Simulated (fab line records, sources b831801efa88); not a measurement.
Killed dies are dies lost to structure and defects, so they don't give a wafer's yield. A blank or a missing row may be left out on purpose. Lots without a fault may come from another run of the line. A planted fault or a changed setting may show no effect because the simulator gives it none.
A struck lot beside a sound one | flow sky130 | 31 steps out of a route of 708
Sound: wafers L917.2, L917.3, L917.4. Struck: wafers L911.2, L911.3, L911.5. The cause comes at the end.
At each step with rows: each side's tool, then ch and its chambers, then its first start. Under that, the readings that differ: sound wafers | struck wafers | difference of the means | sigmas: that difference in standard deviations of wafers without a fault.
alike: readings whose means differ by less than 2 such deviations, and words and numbers that are the same on both sides. not compared: withheld readings, readings that some wafer has no value for, bounds like >300 that may hide the same value, and numbers for which the record gives no deviation and whose values overlap.
The two part at a step that has a row with sigmas, a row that says differs or no value, or rows on one side only. Numbers that don't overlap but have no deviation are shown without sigmas and don't part them. A reading that every wafer of one side lacks parts them only if that side has two wafers or more.

first, 1 step without rows for these wafers: SKY_PWDE_IMPLANT_08.
SKY_PWDE_STRIP_09: strips in O2/N2.
  sound on plasma_asher-01 ch 0,1, day 8 04:00; struck on plasma_asher-03 ch 0,1, day 6 17:13
  alike: drypump_motor_current_A, o2_flow_sccm, oes_product_au, strip_time_to_endpoint_s
  not compared: rf_hours_counter_h
SKY_PWDE_TW_MEAS_10:
  sound on film_metro-01, day 8 04:07; struck on film_metro-01, day 6 17:20
  alike: PWDE_TW
then, 7 steps without rows for these wafers: SKY_NWELL_DEHYDRATE_03 (time 60 s); SKY_NWELL_HMDS_04 (prime time 60 s); SKY_NWELL_COAT_05 (resist thk 3000 nm); SKY_NWELL_SOFTBAKE_06; SKY_NWELL_EXPOSE_07 (exposes mask NWM, target cd 840 nm); SKY_NWELL_PEB_08; SKY_NWELL_DEVELOP_09 (develop time 60 s).
SKY_NWELL_OVL_MEAS_10:
  sound on overlay-01, day 9 00:10; struck on overlay-01, day 7 13:13
  alike: NWELL_00_OVL
then, 1 step without rows for these wafers: SKY_NWELL_IMPLANT_11.
SKY_NWELL_IMPLANT_12:
  sound on implanter-03 ch 0, day 9 00:23; struck on implanter-03 ch 0, day 7 13:45
  alike: dose_ions_cm2
then, 1 step without rows for these wafers: SKY_NWELL_IMPLANT_13.
SKY_NWELL_STRIP_14: strips in O2/N2.
  sound on plasma_asher-02 ch 0,1, day 9 00:39; struck on plasma_asher-02 ch 0,1, day 7 14:01
  alike: drypump_motor_current_A, o2_flow_sccm, oes_product_au, strip_time_to_endpoint_s
  not compared: rf_hours_counter_h
SKY_NWELL_TW_MEAS_15:
  sound on film_metro-02, day 9 00:46; struck on film_metro-02, day 7 14:08
  reading  | sound          | struck         | difference | sigmas
  NWELL_TW | 1827 1824 1820 | 1836 1849 1846 | +20        | +2
then, 7 steps without rows for these wafers: SKY_NWELL_DEHYDRATE_16 (time 60 s); SKY_NWELL_HMDS_17 (prime time 60 s); SKY_NWELL_COAT_18 (resist thk 3000 nm); SKY_NWELL_SOFTBAKE_19; SKY_NWELL_EXPOSE_20 (exposes mask NWM COMPLEMENT, target cd 840 nm); SKY_NWELL_PEB_21; SKY_NWELL_DEVELOP_22 (develop time 60 s).
SKY_NWELL_OVL_MEAS_23:
  sound on overlay-01, day 9 23:46; struck on overlay-02, day 8 10:38
  alike: NWELL_01_OVL
then, 1 step without rows for these wafers: SKY_NWELL_IMPLANT_24.
SKY_NWELL_STRIP_25: strips in O2/N2.
  sound on plasma_asher-01 ch 0,1, day 9 23:57; struck on plasma_asher-04 ch 0,1, day 8 10:49
  alike: drypump_motor_current_A, o2_flow_sccm, oes_product_au, strip_time_to_endpoint_s
  not compared: rf_hours_counter_h
SKY_NWELL_TW_MEAS_26:
  sound on film_metro-03, day 10 00:04; struck on film_metro-01, day 8 10:56
  alike: NWELL_2_TW
then, 1 step without rows for these wafers: SKY_NWELL_CLEAN_27 (cleans in SC1/SC2, time 150 s).
SKY_NWELL_RTA_28: time 30 s.
  sound on rtp_anneal-02 ch 0, day 10 00:11; struck on rtp_anneal-02 ch 0, day 8 11:03
  alike: lamp_power_pct, ramp_down_c_per_s, wafer_temp_C_max
SKY_NWELL_RS_MEAS_29: measures by four-point-probe.
  sound on film_metro-01, day 10 00:17; struck on film_metro-01, day 8 11:09
  reading           | sound             | struck            | difference | sigmas
  NWELL_RS (ohm/sq) | 625.7 625.4 627.6 | 595.8 596.1 595.3 | -30.5      | -19
-- the record jumps here: 41 days lie between the struck wafers' starts before and after (it left off in module NWELL and takes up again in module PAD_OPEN, whose first step shown is number 708 of the route) --
SKY_PAD_OPEN_PROBE_99:
  sound on prober-02, day 50 06:19; struck on prober-02, day 49 03:27
  reading                                | sound                         | struck                        | difference | sigmas
  model.etest.nfet_16v.r_on_ohm_um       | 1.436e+04 1.436e+04 1.444e+04 | 1.417e+04 1.406e+04 1.422e+04 | -2.367e+02 |
  model.etest.pfet_16v.r_on_ohm_um       | 1.522e+04 1.532e+04 1.546e+04 | 1.616e+04 1.593e+04 1.627e+04 | +7.867e+02 |
  model.etest.pfet_g5v0d10v5.r_on_ohm_um | 4944 4958 4929                | 5414 5520 5544                | +549       |
  model.etest.tip_p.rs_ohm_sq            | 6945 6992 6930                | 7200 7156 7212                | +234       |
  model.etest.tip_p_5v.rs_ohm_sq         | 2882 2872 2861                | 3052 3028 3035                | +167       |
  model.etest.pfet_g5v0d10v5.drive_ua_um | 324 320.6 325.7               | 285.7 283.6 282.1             | -39.6      |
  model.etest.pfet_01v8_lvt.drive_ua_um  | 173 171 169.3                 | 147.6 147.3 146.7             | -23.9      |
  alike: killed_at_M0_to_M3, killed_at_M4_up, killed_at_contacts, killed_at_front_end, killed_at_other, killed_dies, killed_open, killed_short
  not compared: model.etest.pfet_01v8.r_on_ohm_um

WHERE THEY PART
First at SKY_NWELL_TW_MEAS_15; last, within this record, at SKY_NWELL_RS_MEAS_29. Later steps at which nothing parts them and some readings are alike: SKY_PAD_OPEN_PROBE_99.

WHY: what the simulator had put in
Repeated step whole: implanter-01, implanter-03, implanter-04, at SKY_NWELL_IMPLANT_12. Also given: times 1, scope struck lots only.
